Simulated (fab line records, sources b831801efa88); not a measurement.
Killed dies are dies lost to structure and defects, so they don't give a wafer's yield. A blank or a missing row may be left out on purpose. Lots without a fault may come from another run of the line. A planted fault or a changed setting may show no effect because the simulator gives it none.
Tool commonality check | flow sky130 | 13 lots, 39 wafers sampled

WHY IT WAS OPENED
At SKY_SONOS_ONO_THK_MEAS_05 the reading SONOS_ONO_CVD_04_THK is flagged on 2 of 13 lots. Wafers without a fault read 5.74 nm, standard deviation 0.095.
Rule: a lot is flagged when every wafer of it that has a number lies more than 4 standard deviations from that mean, or none has a number. The other lots count as sound.

lot  | measured     | on            | SONOS_ONO_CVD_04_THK (nm), wafer by wafer | flag
L493 | day 11 13:17 | film_metro-03 | 5.83 5.75 5.73                            |
L494 | day 11 17:20 | film_metro-02 | 5.63 5.59 5.68                            |
L495 | day 12 00:46 | film_metro-01 | 5.65 5.65 5.63                            |
L496 | day 12 08:46 | film_metro-01 | 9.16 9.28 9.31                            | FLAGGED
L497 | day 12 19:17 | film_metro-03 | 8.95 8.92 9.02                            | FLAGGED
L506 | day 16 03:41 | film_metro-01 | 5.70 5.85 5.76                            |
L507 | day 16 12:53 | film_metro-03 | 5.66 5.74 5.69                            |
L508 | day 16 18:39 | film_metro-03 | 5.90 5.71 5.77                            |
L509 | day 16 21:31 | film_metro-01 | 5.77 5.75 5.81                            |
L511 | day 17 13:51 | film_metro-01 | 5.73 5.88 5.83                            |
L510 | day 17 13:52 | film_metro-02 | 5.72 5.68 5.72                            |
L513 | day 18 05:24 | film_metro-03 | 5.77 5.84 5.69                            |
L516 | day 19 06:43 | film_metro-02 | 5.83 5.91 5.89                            |
The numbers of the flagged lots are 9.11 nm on average: +3.37 nm against the usual, or +35 standard deviations.

WHICH TOOL RAN EACH LOT
The record holds 1 process step before the reading, out of a route of 708 steps. In each cell: the tool, then ch and the chambers that the sampled wafers went through, then the start.
lot  | flag    | SKY_SONOS_ONO_CVD_04
L493 |         | lpcvd-03 ch 0, day 11 12:02
L494 |         | lpcvd-03 ch 0, day 11 16:04
L495 |         | lpcvd-03 ch 1, day 11 23:30
L496 | FLAGGED | lpcvd-03 ch 0, day 12 07:31
L497 | FLAGGED | lpcvd-03 ch 1, day 12 17:24
L506 |         | lpcvd-03 ch 1, day 16 02:26
L507 |         | lpcvd-03 ch 1, day 16 11:38
L508 |         | lpcvd-03 ch 0, day 16 17:24
L509 |         | lpcvd-03 ch 0, day 16 20:14
L511 |         | lpcvd-03 ch 1, day 17 12:36
L510 |         | lpcvd-03 ch 0, day 17 12:36
L513 |         | lpcvd-03 ch 1, day 18 04:09
L516 |         | lpcvd-03 ch 1, day 19 05:28
What these steps do:
- SKY_SONOS_ONO_CVD_04: deposits SiO2 from SiH4/N2O, target thk 5.7199 nm.
- SKY_SONOS_ONO_THK_MEAS_05

FLAGGED OVER TOTAL, TOOL BY TOOL (the gauges that took the reading come last)
step                      | tool          | lots run | flagged | share of the flagged lots | sound lots run after its first flagged lot
SKY_SONOS_ONO_CVD_04      | lpcvd-03      | 13       | 2       | all                       | 8 (L506,L507,L508,L509,L510,L511,L513,L516)
SKY_SONOS_ONO_THK_MEAS_05 | film_metro-01 | 5        | 1       | some                      | 3 (L506,L509,L511)
SKY_SONOS_ONO_THK_MEAS_05 | film_metro-02 | 3        | 0       | none                      | -
SKY_SONOS_ONO_THK_MEAS_05 | film_metro-03 | 5        | 1       | some                      | 3 (L507,L508,L513)

WHAT THE TABLE ALLOWS
1 row of the table ran every flagged lot: lpcvd-03 at SKY_SONOS_ONO_CVD_04.
- lpcvd-03 at SKY_SONOS_ONO_CVD_04: 2 of its 13 lots flagged. Sound lots ran on it after the first flagged one (L506, L507, L508, L509, L510, L511, L513, L516), which a lasting fault on the whole tool wouldn't allow. Its own readings lie more than 4 standard deviations out on every wafer of the flagged lots: spike_tc_bottom_C, spike_tc_centre_C, spike_tc_lower_C, spike_tc_top_C, spike_tc_upper_C, susceptor_temp_C, zone_power_centre_pct, zone_power_upper_pct.
No row of the table ran every flagged lot and no sound lot after the first.

WHAT THE SIMULATOR HAD PUT IN
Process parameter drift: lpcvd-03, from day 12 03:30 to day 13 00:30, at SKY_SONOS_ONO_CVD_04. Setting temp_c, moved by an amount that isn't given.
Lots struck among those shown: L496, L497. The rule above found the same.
